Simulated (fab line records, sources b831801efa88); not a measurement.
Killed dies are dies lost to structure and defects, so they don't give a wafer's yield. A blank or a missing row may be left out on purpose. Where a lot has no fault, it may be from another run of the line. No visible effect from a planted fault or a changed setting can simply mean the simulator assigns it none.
Problem report in the 8D (eight disciplines) form, filled by code | flow sky130 | the parts of the form that need people (team, actions taken, sign-off) are left out

== 1. WHAT IS WRONG ==
Mean of bias-w at SKY_LI_CONTACT_ETCH_14: 79.5 W across 6 wafers in 2 lots; on wafers with no fault it is 100.0 W (standard deviation 0.32). Relative to the usual mean, that is a shift of -64 standard deviations.
The step: etches BARC in N2/H2, stops on SiO2, time 45.9 s, target depth 60 nm.
First seen on wafer L522.3, day 33 12:42, on rie-diel-02. Wafers with a number at this step in the record: 39, from 13 lots. Rule for "out", or "out of limits": more than 4 standard deviations from the usual mean. The other wafers with a number count as sound.

== 2. WHAT IT IS, AND WHAT IT ISN'T ==
question                    | is                     | is not
which readings at this step | bias-w                 | drypump-motor-current-A, oes-product-au, throttle-valve-pct
which lots                  | L522, L523             | L511, L512, L513, L517, L525, L529, L530, L531, L532, L533, L534
which wafers of those lots  | all that have a number | -
read on which tools         | rie-diel-02            | rie-diel-01, rie-diel-04
when                        | from day 33 12:42      | up to then (12 sound wafers); but 21 sound wafers of L525, L529, L530, L531, L532, L533, L534 came after

== 3. SUSPECTS, AND WHAT RULES EACH OUT ==
Counting: a tool stays on the suspect list if, at a process step up to the reading, it processed all lots that are out and no sound lot following the first of them.
- rie-diel-02 at SKY_LI_CONTACT_ETCH_14 (etches BARC in N2/H2, stops on SiO2, time 45.9 s, target depth 60 nm): ruled out as a lasting fault. After its first lot that is out, L522 (day 33 12:42), sound lots L533 ran on it.
Left after counting: nothing in the record.

== 4. THE CAUSE (what the simulator had put in) ==
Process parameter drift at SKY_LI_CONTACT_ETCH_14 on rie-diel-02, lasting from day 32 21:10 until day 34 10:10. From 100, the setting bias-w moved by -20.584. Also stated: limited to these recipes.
Counting ruled it out, wrongly.

== 5. SEQUENCE OF EFFECTS, ordered by route ==
Each row: a reading whose mean over the struck wafers that have a number lies more than 3 standard deviations from the usual. Only readings whose record carries a usual standard deviation are examined. hours: median over the lots of the time between each lot's start at the first step of this table that gives one and its start at this step. sigmas: the change, counted in usual standard deviations.
hours | step                   | reading | usual   | on struck wafers | change | sigmas
0     | SKY_LI_CONTACT_ETCH_14 | bias-w  | 100.0 W | 79.5             | -20.5  | -64
Here are the process steps it includes:
- SKY_LI_CONTACT_ETCH_14: etches BARC in N2/H2, stops on SiO2, time 45.9 s, target depth 60 nm.
Later measuring or inspecting steps at which every struck wafer that the step has a row for has a number for every such reading, and none has moved that far: SKY_CONTACT_RS_MEAS_25, SKY_CONTACT_THK_MEAS_26.

== 6. HOW IT WOULD HAVE BEEN CAUGHT EARLIER ==
In this record the first reading out of limits was taken at day 33 12:42, 16 hours after the fault began at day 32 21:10.
